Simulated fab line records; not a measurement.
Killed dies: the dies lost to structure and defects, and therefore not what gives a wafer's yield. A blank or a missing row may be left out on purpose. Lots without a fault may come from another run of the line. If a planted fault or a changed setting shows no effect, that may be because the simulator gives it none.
Chamber matching || flow sky130 || cmp-01 running SKY_CONTACT_CMP_04: 4 sister chambers
The step polishes SiO2. 18 wafers are shown with their chamber, then 9 later ones without.

EACH WAFER AND ITS CHAMBER
{"wafer": "L915.1", "chamber": 0, "motorCurrentA (A)": 11.3, "slurryFilterDpKPa (kPa)": 13.44, "timeToEndpointS (s)": 76}
{"wafer": "L915.3", "chamber": 3, "motorCurrentA (A)": 10.9, "slurryFilterDpKPa (kPa)": 13.48, "timeToEndpointS (s)": 78}
{"wafer": "L915.6", "chamber": 1, "motorCurrentA (A)": 12.3, "slurryFilterDpKPa (kPa)": 13.34, "timeToEndpointS (s)": 74}
{"wafer": "L916.1", "chamber": 3, "motorCurrentA (A)": 11.7, "slurryFilterDpKPa (kPa)": 13.46, "timeToEndpointS (s)": 81}
{"wafer": "L916.5", "chamber": 1, "motorCurrentA (A)": 12.6, "slurryFilterDpKPa (kPa)": 13.46, "timeToEndpointS (s)": 78}
{"wafer": "L916.6", "chamber": 0, "motorCurrentA (A)": 11.2, "slurryFilterDpKPa (kPa)": 13.50, "timeToEndpointS (s)": 81}
{"wafer": "L922.4", "chamber": 2, "motorCurrentA (A)": 11.1, "slurryFilterDpKPa (kPa)": 13.36, "timeToEndpointS (s)": 82}
{"wafer": "L922.5", "chamber": 2, "motorCurrentA (A)": 11.3, "slurryFilterDpKPa (kPa)": 13.50, "timeToEndpointS (s)": 79}
{"wafer": "L922.6", "chamber": 1, "motorCurrentA (A)": 13.4, "slurryFilterDpKPa (kPa)": 13.23, "timeToEndpointS (s)": 84}
{"wafer": "L928.1", "chamber": 3, "motorCurrentA (A)": 11.3, "slurryFilterDpKPa (kPa)": 13.34, "timeToEndpointS (s)": 78}
{"wafer": "L928.3", "chamber": 0, "motorCurrentA (A)": 11.1, "slurryFilterDpKPa (kPa)": 13.57, "timeToEndpointS (s)": 77}
{"wafer": "L928.5", "chamber": 2, "motorCurrentA (A)": 11.5, "slurryFilterDpKPa (kPa)": 13.52, "timeToEndpointS (s)": 77}
{"wafer": "L930.3", "chamber": 3, "motorCurrentA (A)": 10.8, "slurryFilterDpKPa (kPa)": 13.29, "timeToEndpointS (s)": 79}
{"wafer": "L930.5", "chamber": 3, "motorCurrentA (A)": 11.2, "slurryFilterDpKPa (kPa)": 13.69, "timeToEndpointS (s)": 80}
{"wafer": "L930.6", "chamber": 0, "motorCurrentA (A)": 10.7, "slurryFilterDpKPa (kPa)": 13.43, "timeToEndpointS (s)": 77}
{"wafer": "L931.1", "chamber": 0, "motorCurrentA (A)": 11.6, "slurryFilterDpKPa (kPa)": 13.65, "timeToEndpointS (s)": 77}
{"wafer": "L931.2", "chamber": 3, "motorCurrentA (A)": 11.3, "slurryFilterDpKPa (kPa)": 13.23, "timeToEndpointS (s)": 72}
{"wafer": "L931.5", "chamber": 3, "motorCurrentA (A)": 11.5, "slurryFilterDpKPa (kPa)": 13.24, "timeToEndpointS (s)": 80}

SIGNATURES (means of the wafers above)
{"reading": "motorCurrentA", "chamber 0": 11.180, "chamber 1": 12.767, "chamber 2": 11.300, "chamber 3": 11.243, "scatter within a chamber": 0.354}
{"reading": "slurryFilterDpKPa", "chamber 0": 13.5180, "chamber 1": 13.3433, "chamber 2": 13.4600, "chamber 3": 13.3900, "scatter within a chamber": 0.131}
{"reading": "timeToEndpointS", "chamber 0": 77.60, "chamber 1": 78.67, "chamber 2": 79.33, "chamber 3": 78.29, "scatter within a chamber": 3.07}
Rule: distance of a wafer from a chamber = root of the sum over the readings of ((wafer's reading minus chamber's mean) / reading's scatter) squared. If the next closest chamber is less than 2 further off than the closest, the wafer can't be placed; otherwise it belongs to the closest. How the scatter is found: for the shown wafers, subtract from each reading the mean of its chamber, square and add these, divide the total by (wafers less chambers), then take the root.

WAFERS WHOSE CHAMBER IS MISSING
{"wafer": "L933.1", "motorCurrentA (A)": 11.4, "slurryFilterDpKPa (kPa)": 13.28, "timeToEndpointS (s)": 83}
{"wafer": "L933.4", "motorCurrentA (A)": 12.1, "slurryFilterDpKPa (kPa)": 13.59, "timeToEndpointS (s)": 88}
{"wafer": "L933.6", "motorCurrentA (A)": 10.9, "slurryFilterDpKPa (kPa)": 13.64, "timeToEndpointS (s)": 81}
{"wafer": "L934.2", "motorCurrentA (A)": 12.3, "slurryFilterDpKPa (kPa)": 13.72, "timeToEndpointS (s)": 84}
{"wafer": "L934.3", "motorCurrentA (A)": 11.1, "slurryFilterDpKPa (kPa)": 13.61, "timeToEndpointS (s)": 79}
{"wafer": "L934.6", "motorCurrentA (A)": 12.1, "slurryFilterDpKPa (kPa)": 13.42, "timeToEndpointS (s)": 80}
{"wafer": "L936.1", "motorCurrentA (A)": 11.1, "slurryFilterDpKPa (kPa)": 13.60, "timeToEndpointS (s)": 87}
{"wafer": "L936.4", "motorCurrentA (A)": 12.6, "slurryFilterDpKPa (kPa)": 13.30, "timeToEndpointS (s)": 82}
{"wafer": "L936.6", "motorCurrentA (A)": 10.9, "slurryFilterDpKPa (kPa)": 13.41, "timeToEndpointS (s)": 86}

CHAMBER TAKEN BY EACH
{"wafer": "L933.1", "from the rows above": "can't be placed: 3 or 2 or 0", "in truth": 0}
{"wafer": "L933.4", "from the rows above": "can't be placed: 2 or 1 or 3 or 0", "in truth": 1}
{"wafer": "L933.6", "from the rows above": "can't be placed: 0 or 2 or 3", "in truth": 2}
{"wafer": "L934.2", "from the rows above": "can't be placed: 1 or 2 or 0 or 3", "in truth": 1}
{"wafer": "L934.3", "from the rows above": "can't be placed: 0 or 2 or 3", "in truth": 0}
{"wafer": "L934.6", "from the rows above": "can't be placed: 1 or 2 or 3 or 0", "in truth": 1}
{"wafer": "L936.1", "from the rows above": "can't be placed: 2 or 0 or 3", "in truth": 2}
{"wafer": "L936.4", "from the rows above": 1, "in truth": 1}
{"wafer": "L936.6", "from the rows above": "can't be placed: 2 or 3 or 0", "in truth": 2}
Correctly placed: 1 of 9. Can't be placed from these rows: 8 (the true chamber is among the candidates in 8). Number placed wrongly: 0.
